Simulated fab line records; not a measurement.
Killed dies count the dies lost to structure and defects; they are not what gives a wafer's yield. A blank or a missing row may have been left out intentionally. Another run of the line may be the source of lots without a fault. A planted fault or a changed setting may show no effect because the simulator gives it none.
A lot that was struck, set against a sound lot | flow sky130 | 36 steps out of a route of 708
Sound: these wafers, L615.1, L615.3, L615.6. Struck: wafers L629.2, L629.3, L629.4. The cause comes at the end.
Each step with rows lists, per side, the tool, then ch with its chambers, then its first start. Under that, the readings that differ: sound wafers | struck wafers | difference of the means | sigmas: that difference in standard deviations of wafers without a fault.
alike: same words and numbers on both sides, and readings whose means sit less than 2 such deviations apart. not compared: any withheld reading, any reading some wafer has no value for, any bound like >300 that may hide the same value, and any number with overlapping values for which the record gives no deviation.
A row with sigmas, a row that says differs or no value, or rows on one side alone: a step with any of these is where the two part. Numbers that have no deviation but don't overlap get no sigmas and don't part them. A reading that every wafer of one side lacks parts them only if that side has two wafers or more.

first, 9 steps without rows for these wafers: SKY_CAPM_SPUTTER_02 (material TiN, target thk 200 nm, time 166.7 s); SKY_CAPM_DEHYDRATE_05 (time 60 s); SKY_CAPM_HMDS_06 (prime time 60 s); SKY_CAPM_COAT_07 (resist thk 1140 nm); SKY_CAPM_SOFTBAKE_08 (time 60 s); SKY_CAPM_EXPOSE_09 (exposes mask CAPM, target cd 1000 nm); SKY_CAPM_PEB_10; SKY_CAPM_DEVELOP_11 (develop time 60 s); SKY_CAPM_METAL_ETCH_13 (etches TiN in Cl2/BCl3, stops on SiO2, target depth 220 nm, time 62.9 s).
SKY_CAPM_STRIP_14: strips in O2/N2.
  sound on plasma-asher-01 ch 0,1, day 37 02:54; struck on plasma-asher-01 ch 0,1, day 42 16:55
  alike: drypump-motor-current-A, oes-product-au, strip-time-to-endpoint-s
  not compared: rf-hours-counter-h
then, 25 steps without rows for these wafers: SKY_CAPM_STRIP_15 (strips in post etch residue remover, time 1200 s); SKY_CAPM_CLEAN_16 (cleans in IPA, time 180 s); SKY_CAPM_CLEAN_17 (cleans in O3/DIW); SKY_METAL3_DEHYDRATE_05 (time 60 s); SKY_METAL3_HMDS_06 (prime time 60 s); SKY_METAL3_COAT_07 (resist thk 60 nm); SKY_METAL3_COAT_08 (resist thk 1140 nm); SKY_METAL3_SOFTBAKE_09 (time 90 s); SKY_METAL3_EXPOSE_10 (exposes mask MM3, target cd 300 nm); SKY_METAL3_PEB_11; SKY_METAL3_DEVELOP_12 (develop time 60 s); SKY_METAL3_DESCUM_15 (chemistry O2, time 8 s); SKY_METAL3_ETCH_16 (etches BARC in N2/H2, stops on SiO2, time 88.2 s, target depth 60 nm); SKY_METAL3_ETCH_17 (etches SiO2 in C4F8/O2/Ar, stops on TiN, time 3.9 s, target depth 15 nm); SKY_METAL3_METAL_ETCH_18 (etches the open film in Cl2/BCl3, stops on SiO2, target depth 845 nm, time 183.1 s); SKY_METAL3_STRIP_19 (strips in O2/N2); SKY_METAL3_STRIP_20 (strips in post etch residue remover, time 1200 s); SKY_METAL3_CLEAN_21 (cleans in IPA, time 180 s); SKY_METAL3_CLEAN_22 (cleans in O3/DIW); SKY_VIA3_HDPCVD_00 (deposits SiO2, target thk 1635 nm, time 272.5 s); SKY_VIA3_CMP_02 (polishes SiO2); SKY_VIA3_DEHYDRATE_04 (time 60 s); SKY_VIA3_HMDS_05 (prime time 60 s); SKY_VIA3_COAT_06 (resist thk 60 nm); SKY_VIA3_COAT_07 (resist thk 450 nm).
-- the record jumps here: 7 days lie between the struck wafers' starts before and after (it left off in module VIA3 and takes up again in module PAD_OPEN, whose first step shown is number 708 of the route) --
SKY_PAD_OPEN_PROBE_99:
  only the struck wafers here have rows in the record (prober-02, day 50 01:20); the sound ones have none

== WHERE THEY PART ==
Within this record, at SKY_PAD_OPEN_PROBE_99 only.

WHY: what had been put in by the simulator
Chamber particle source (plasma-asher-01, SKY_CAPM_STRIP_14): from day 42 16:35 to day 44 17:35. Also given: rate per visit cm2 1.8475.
